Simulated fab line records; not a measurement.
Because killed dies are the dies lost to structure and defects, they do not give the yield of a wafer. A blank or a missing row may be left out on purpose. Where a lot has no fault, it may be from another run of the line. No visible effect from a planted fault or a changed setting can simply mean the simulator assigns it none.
Tool commonality check | flow gf180mcu | 39 wafers sampled across 11 lots

== WHAT PROMPTED THE OPENING ==
At GF_VT_IMPLANT_RS_MEAS_48 the reading LVPWELL_RS is flagged on 2 of 11 lots. Wafers without a fault read 1197 ohm/sq, standard deviation 3.
Rule: a lot gets a flag if all its wafers with a number sit over 4 standard deviations from that mean, or if no wafer of it has a number. All remaining lots are regarded as sound.

lot  | measured     | on            | LVPWELL_RS (ohm/sq), wafer by wafer | flag
L534 | day 7 20:03  | film_metro-03 | 1197 1199 1199                      |
L535 | day 8 01:53  | film_metro-01 | 1198 1200 1200                      |
L537 | day 8 16:14  | film_metro-04 | 1191 1194 1190                      |
L541 | day 9 18:41  | film_metro-03 | 1196 1198 1194                      |
L543 | day 10 09:22 | film_metro-04 | 1197 1193 1193                      |
L544 | day 10 17:35 | film_metro-01 | 1196 1194 1197                      |
L547 | day 11 11:54 | film_metro-04 | 1163 1166 1166 1165 1164 1166       | FLAGGED
L548 | day 11 18:03 | film_metro-01 | 1169 1172 1173 1171 1169 1172       | FLAGGED
L552 | day 12 22:54 | film_metro-04 | 1201 1199 1199                      |
L554 | day 13 08:55 | film_metro-03 | 1195 1194 1194                      |
L556 | day 14 01:26 | film_metro-04 | 1197 1198 1198                      |
The mean of the flagged lots' numbers is 1168 ohm/sq, -29 ohm/sq from the usual (-10 standard deviations).

== TOOL THAT RAN EACH LOT ==
Before the reading, the record contains 2 process steps out of a 602-step route. Each cell gives the tool, then ch followed by the chambers the sampled wafers passed through, then the start.
lot  | flag    | GF_LVPWELL_IMPLANT_08          | GF_MVSD_STRIP_10
L534 |         | implanter-02 ch 0, day 4 02:31 | plasma_asher-04 ch 0,1, day 4 15:55
L535 |         | implanter-02 ch 0, day 4 07:44 | plasma_asher-04 ch 0,1, day 4 21:34
L537 |         | implanter-02 ch 0, day 4 19:44 | plasma_asher-01 ch 0,1, day 5 10:04
L541 |         | implanter-02 ch 0, day 5 18:37 | plasma_asher-03 ch 0,1, day 6 10:02
L543 |         | implanter-01 ch 0, day 6 05:04 | plasma_asher-03 ch 0,1, day 6 20:31
L544 |         | implanter-03 ch 0, day 6 11:19 | plasma_asher-03 ch 0,1, day 7 03:16
L547 | FLAGGED | implanter-03 ch 0, day 7 03:59 | plasma_asher-04 ch 0,1, day 7 20:17
L548 | FLAGGED | implanter-03 ch 0, day 7 09:28 | plasma_asher-04 ch 0,1, day 8 01:24
L552 |         | implanter-01 ch 0, day 8 07:52 | plasma_asher-04 ch 0,1, day 9 00:59
L554 |         | implanter-01 ch 0, day 8 17:24 | plasma_asher-01 ch 0,1, day 9 10:34
L556 |         | implanter-02 ch 0, day 9 07:23 | plasma_asher-01 ch 0, day 10 01:40
What the steps here do:
- GF_LVPWELL_IMPLANT_08
- GF_MVSD_STRIP_10: strips in O2/N2.
- GF_VT_IMPLANT_RS_MEAS_48: measures by four-point-probe.

== FLAGGED OVER TOTAL, TOOL BY TOOL (the gauges that took the reading come last) ==
step                     | tool            | lots run | flagged | share of the flagged lots | sound lots run after its first flagged lot
GF_LVPWELL_IMPLANT_08    | implanter-01    | 3        | 0       | none                      | -
GF_LVPWELL_IMPLANT_08    | implanter-02    | 5        | 0       | none                      | -
GF_LVPWELL_IMPLANT_08    | implanter-03    | 3        | 2       | all                       | 0
GF_MVSD_STRIP_10         | plasma_asher-01 | 3        | 0       | none                      | -
GF_MVSD_STRIP_10         | plasma_asher-03 | 3        | 0       | none                      | -
GF_MVSD_STRIP_10         | plasma_asher-04 | 5        | 2       | all                       | 1 (L552)
GF_VT_IMPLANT_RS_MEAS_48 | film_metro-01   | 3        | 1       | some                      | 0
GF_VT_IMPLANT_RS_MEAS_48 | film_metro-03   | 3        | 0       | none                      | -
GF_VT_IMPLANT_RS_MEAS_48 | film_metro-04   | 5        | 1       | some                      | 2 (L552,L556)

== THE TABLE: WHAT IT ALLOWS ==
Every flagged lot went through 2 rows of the table: implanter-03 at GF_LVPWELL_IMPLANT_08 and plasma_asher-04 at GF_MVSD_STRIP_10.
- implanter-03 at GF_LVPWELL_IMPLANT_08 ran 3 lots, 2 of them flagged. It ran its last sound lot, L544, at day 6 11:19 and its first flagged lot, L547, at day 7 03:59: a fault with its onset between the two fits. Its own readings (dose_ions_cm2) fall more than 4 standard deviations out on all wafers of the flagged lots.
- plasma_asher-04 at GF_MVSD_STRIP_10 ran 5 lots, 2 of them flagged. After the first flagged lot (L552), sound lots still ran on it; a lasting fault on the whole tool would not permit that.
One tool is left: implanter-03 at GF_LVPWELL_IMPLANT_08.

== WHAT THE SIMULATOR HAD INSERTED ==
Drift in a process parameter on implanter-03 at GF_LVPWELL_IMPLANT_08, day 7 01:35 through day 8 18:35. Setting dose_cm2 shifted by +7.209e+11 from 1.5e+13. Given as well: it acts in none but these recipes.
Struck lots among those shown: L547, L548. The rule above found the same.
